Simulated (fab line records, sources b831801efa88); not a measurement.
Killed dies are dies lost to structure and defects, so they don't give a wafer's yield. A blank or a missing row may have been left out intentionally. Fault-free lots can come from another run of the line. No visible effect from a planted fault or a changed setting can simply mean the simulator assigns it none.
Chamber matching -- flow gf180mcu -- GF_V1_CMP_26 on cmp-01: 4 sister chambers
The step polishes, stops on SiO2, t overpolish 15 s, target thk 0 nm. 16 wafers are shown with their chamber, then 8 later ones without.

## WAFERS WITH THEIR CHAMBER
wafer,chamber,motor current A (A),time to endpoint s (s),overpolish run s (s)
L520.1,3,10.4,86.7,15.008
L520.4,1,11.3,93.1,14.999
L520.5,0,11.6,89.4,14.990
L521.1,2,10.0,86.4,15.010
L521.4,3,11.4,84.0,14.998
L521.5,0,10.8,81.7,14.997
L522.2,3,11.3,85.6,14.988
L522.4,0,11.6,82.6,14.984
L522.6,3,10.8,85.6,14.998
L530.2,3,10.9,83.8,15.022
L530.3,0,11.3,88.9,15.005
L530.5,1,12.6,86.9,15.010
L533.1,2,10.4,88.8,14.993
L533.4,1,11.8,94.3,15.004
L533.5,2,10.6,85.7,14.982
L536.1,0,11.9,84.0,15.009

SIGNATURES, as means of the wafers listed above
reading,chamber 0,chamber 1,chamber 2,chamber 3,scatter within a chamber
motor current A,11.440,11.900,10.333,10.960,0.446
time to endpoint s,85.320,91.433,86.967,85.140,2.81
overpolish run s,14.99700,15.00433,14.99500,15.00280,0.0113
Rule: for a wafer and a chamber, the distance is found by dividing, reading by reading, the gap between the wafer's reading and the chamber's mean by the reading's scatter, squaring, summing and taking the root. If the next closest chamber is less than 2 further off than the closest, the wafer can't be placed; otherwise it belongs to the closest. How the scatter is found: for the shown wafers, subtract from each reading the mean of its chamber, square and add these, divide the total by (wafers less chambers), then take the root.

## WAFERS WHOSE CHAMBER IS MISSING
wafer,motor current A (A),time to endpoint s (s),overpolish run s (s)
L536.3,10.9,83.8,14.997
L536.5,11.2,82.9,14.992
L539.1,11.0,84.5,15.005
L539.3,10.5,79.5,15.011
L539.5,11.0,83.6,14.985
L543.2,10.7,82.6,14.996
L543.3,12.2,84.9,14.988
L543.4,11.7,82.7,15.002

## WHICH CHAMBER EACH ONE RAN IN
wafer,from the rows above,in truth
L536.3,can't be placed: 3 or 0 or 2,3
L536.5,can't be placed: 0 or 3 or 2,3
L539.1,can't be placed: 3 or 0 or 2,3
L539.3,can't be placed: 3 or 2 or 0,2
L539.5,can't be placed: 0 or 3 or 2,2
L543.2,can't be placed: 3 or 2 or 0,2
L543.3,can't be placed: 0 or 1 or 3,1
L543.4,can't be placed: 0 or 3 or 1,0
Correctly placed: 0 of 8. From these rows, 8 cannot be placed; in 8 the true chamber is one of the candidates. Wrongly placed: 0.
